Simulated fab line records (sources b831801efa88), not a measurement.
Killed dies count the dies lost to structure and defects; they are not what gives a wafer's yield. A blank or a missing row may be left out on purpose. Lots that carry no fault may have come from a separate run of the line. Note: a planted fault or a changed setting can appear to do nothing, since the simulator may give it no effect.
Which tool did it? | flow gf180mcu | 42 wafers from 14 lots sampled at 4 of the route's 602 steps

WHAT THE GAUGES READ, wafer by wafer
GF_POLY_GATE_CD_MEAS_18. Usual: 280.0 nm for cd_nm, sd 1.8.
lot  | measured     | on        | cd_nm (nm)        | flag
L482 | day 9 03:26  | cd_sem-01 | 279.6 277.3 278.3 |
L491 | day 12 00:52 | cd_sem-01 | 279.0 279.4 280.3 |
L492 | day 12 11:23 | cd_sem-01 | 276.1 282.2 278.2 |
L493 | day 12 13:23 | cd_sem-01 | 279.3 284.0 280.9 |
L494 | day 12 20:19 | cd_sem-02 | 279.8 278.1 278.9 |
L495 | day 13 08:45 | cd_sem-02 | 284.5 278.9 281.8 |
L496 | day 13 16:28 | cd_sem-02 | 280.0 277.5 279.2 |
L498 | day 14 02:15 | cd_sem-02 | 277.9 280.6 279.6 |
L500 | day 14 14:25 | cd_sem-01 | 281.7 279.9 282.1 |
L501 | day 14 22:32 | cd_sem-02 | 279.9 280.2 280.5 |
L502 | day 15 03:55 | cd_sem-01 | 278.4 278.9 280.6 |
L503 | day 15 14:24 | cd_sem-01 | 278.6 279.5 276.9 |
L504 | day 16 00:08 | cd_sem-02 | 276.9 281.5 279.9 |
L505 | day 16 03:57 | cd_sem-01 | 281.5 279.8 280.2 |

GF_NSD_OVL_MEAS_08. Usual: for NSD_OVL the level is 0.0 nm and the standard deviation is 1.4.
lot  | measured     | on         | NSD_OVL (nm)   | flag
L482 | day 13 04:14 | overlay-02 | 0.0 1.2 1.4    |
L491 | day 16 13:13 | overlay-01 | 0.9 2.5 -0.5   |
L492 | day 17 02:13 | overlay-01 | -1.2 0.4 0.3   |
L493 | day 17 04:58 | overlay-01 | -1.9 -3.2 -3.9 |
L494 | day 17 10:24 | overlay-01 | -0.6 0.2 -0.9  |
L495 | day 18 01:28 | overlay-02 | 0.6 0.1 -0.1   |
L496 | day 18 09:46 | overlay-02 | 1.6 0.6 -0.1   |
L498 | day 18 21:53 | overlay-02 | -1.0 -0.7 -1.7 |
L500 | day 19 10:30 | overlay-01 | 0.6 2.3 -0.4   |
L501 | day 19 22:37 | overlay-01 | -0.7 -0.9 -0.6 |
L502 | day 20 04:34 | overlay-02 | 1.5 2.2 1.3    |
L503 | day 20 15:22 | overlay-02 | 0.7 -0.6 -1.5  |
L504 | day 21 00:25 | overlay-01 | 0.8 0.3 -1.4   |
L505 | day 21 09:20 | overlay-02 | 1.4 -0.3 2.2   |

WHAT TOOL EACH LOT RAN ON (gives the tool, then ch and the chambers of the sampled wafers, and finally the start)
lot  | GF_HV_LDD_STRIP_10                   | GF_HV_LDD_IMPLANT_48
L482 | plasma_asher-04 ch 0,1, day 9 21:15  | implanter-03 ch 0, day 12 05:37
L491 | plasma_asher-02 ch 0,1, day 12 20:31 | implanter-03 ch 0, day 15 11:58
L492 | plasma_asher-03 ch 0,1, day 13 07:40 | implanter-03 ch 0, day 15 23:49
L493 | plasma_asher-03 ch 0,1, day 13 09:16 | implanter-03 ch 0, day 16 01:53
L494 | plasma_asher-02 ch 0,1, day 13 16:57 | implanter-02 ch 0, day 16 09:23
L495 | plasma_asher-03 ch 1, day 14 05:25   | implanter-02 ch 0, day 16 22:58
L496 | plasma_asher-04 ch 0,1, day 14 13:49 | implanter-04 ch 0, day 17 07:43
L498 | plasma_asher-03 ch 0,1, day 14 23:16 | implanter-02 ch 0, day 17 18:53
L500 | plasma_asher-04 ch 0,1, day 15 11:26 | implanter-04 ch 0, day 18 07:11
L501 | plasma_asher-03 ch 0,1, day 15 20:18 | implanter-03 ch 0, day 18 18:46
L502 | plasma_asher-02 ch 0,1, day 16 02:25 | implanter-04 ch 0, day 19 00:26
L503 | plasma_asher-04 ch 0,1, day 16 13:04 | implanter-02 ch 0, day 19 11:46
L504 | plasma_asher-02 ch 0,1, day 16 22:18 | implanter-04 ch 0, day 19 22:28
L505 | plasma_asher-04 ch 0,1, day 17 03:17 | implanter-02 ch 0, day 20 04:17
- GF_HV_LDD_STRIP_10: strips in O2/N2.
- GF_HV_LDD_IMPLANT_48

AS READ BY THE TOOLS THEMSELVES (means over the sampled wafers that have a number; for cases with no such wafer, the mark the record gives instead)
GF_HV_LDD_STRIP_10. Usual: drypump_motor_current_A 5.6 A, standard deviation 0.34; heater_power_w 319 W, standard deviation 30; n2_flow_sccm 300.0 sccm, standard deviation 0.81; oes_product_au 0.715 a.u., standard deviation 0.0041; strip_time_to_endpoint_s 12.62 s, standard deviation 0.033.
lot  | tool            | drypump_motor_current_A (A) | heater_power_w (W) | n2_flow_sccm (sccm) | oes_product_au (a.u.) | strip_time_to_endpoint_s (s) | flag
L482 | plasma_asher-04 | 5.6                         | 297                | 299.7               | 0.715                 | 12.61                        |
L491 | plasma_asher-02 | 6.0                         | 353                | 300.7               | 0.715                 | 12.68                        |
L492 | plasma_asher-03 | 5.1                         | 319                | 299.6               | 0.716                 | 12.62                        |
L493 | plasma_asher-03 | 5.2                         | 327                | 300.7               | 0.715                 | 12.60                        |
L494 | plasma_asher-02 | 5.9                         | 339                | 299.7               | 0.714                 | 12.63                        |
L495 | plasma_asher-03 | 5.1                         | 304                | 300.0               | 0.714                 | 12.61                        |
L496 | plasma_asher-04 | 5.4                         | 291                | 299.6               | 0.713                 | 12.65                        |
L498 | plasma_asher-03 | 5.2                         | 327                | 299.2               | 0.717                 | 12.61                        |
L500 | plasma_asher-04 | 5.6                         | 298                | 299.8               | 0.717                 | 12.65                        |
L501 | plasma_asher-03 | 5.2                         | 317                | 299.9               | 0.712                 | 12.64                        |
L502 | plasma_asher-02 | 6.0                         | 352                | 299.6               | 0.718                 | 12.64                        |
L503 | plasma_asher-04 | 5.4                         | 287                | 301.1               | 0.715                 | 12.66                        |
L504 | plasma_asher-02 | 6.0                         | 354                | 300.3               | 0.713                 | 12.61                        |
L505 | plasma_asher-04 | 5.6                         | 299                | 299.5               | 0.717                 | 12.64                        |

GF_HV_LDD_IMPLANT_48. Usual: dose_ions_cm2 3e+13, standard deviation 3.1e+10; faraday_current_uA 169, standard deviation 3.7.
lot  | tool         | dose_ions_cm2 | faraday_current_uA | flag
L482 | implanter-03 | 3e+13         | 172                |
L491 | implanter-03 | 3e+13         | 192                | OFF
L492 | implanter-03 | 3e+13         | 193                | OFF
L493 | implanter-03 | 3e+13         | 192                | OFF
L494 | implanter-02 | 3e+13         | 165                |
L495 | implanter-02 | 3e+13         | 171                |
L496 | implanter-04 | 3e+13         | 170                |
L498 | implanter-02 | 3e+13         | 174                |
L500 | implanter-04 | 3e+13         | 174                |
L501 | implanter-03 | 3e+13         | 169                |
L502 | implanter-04 | 3e+13         | 171                |
L503 | implanter-02 | 3e+13         | 169                |
L504 | implanter-04 | 3e+13         | 169                |
L505 | implanter-02 | 3e+13         | 171                |

THE ANSWER, worked out from the rows above alone
Rule: a lot counts as off when the mean over its wafers that have a number is more than 3 standard deviations away from the usual mean. Also off: a lot with no number at a reading for which 4 or more lots have one. Any other lot the step has rows for is counted as sound. First the gauges in route order, then the tools' own readings, where a lot's mean is used as printed above. The first step at which some lot is off is used, and at that step the reading that is off furthest; a lot without a number counts as furthest.
Off: L491, L492, L493, at GF_HV_LDD_IMPLANT_48 (faraday_current_uA).
If a tool, at that step or one of the process steps before it, ran each lot that is off and ran no sound lot following the first of them, it fits. None of those tried fits.

WHAT THE SIMULATOR HAD PUT IN
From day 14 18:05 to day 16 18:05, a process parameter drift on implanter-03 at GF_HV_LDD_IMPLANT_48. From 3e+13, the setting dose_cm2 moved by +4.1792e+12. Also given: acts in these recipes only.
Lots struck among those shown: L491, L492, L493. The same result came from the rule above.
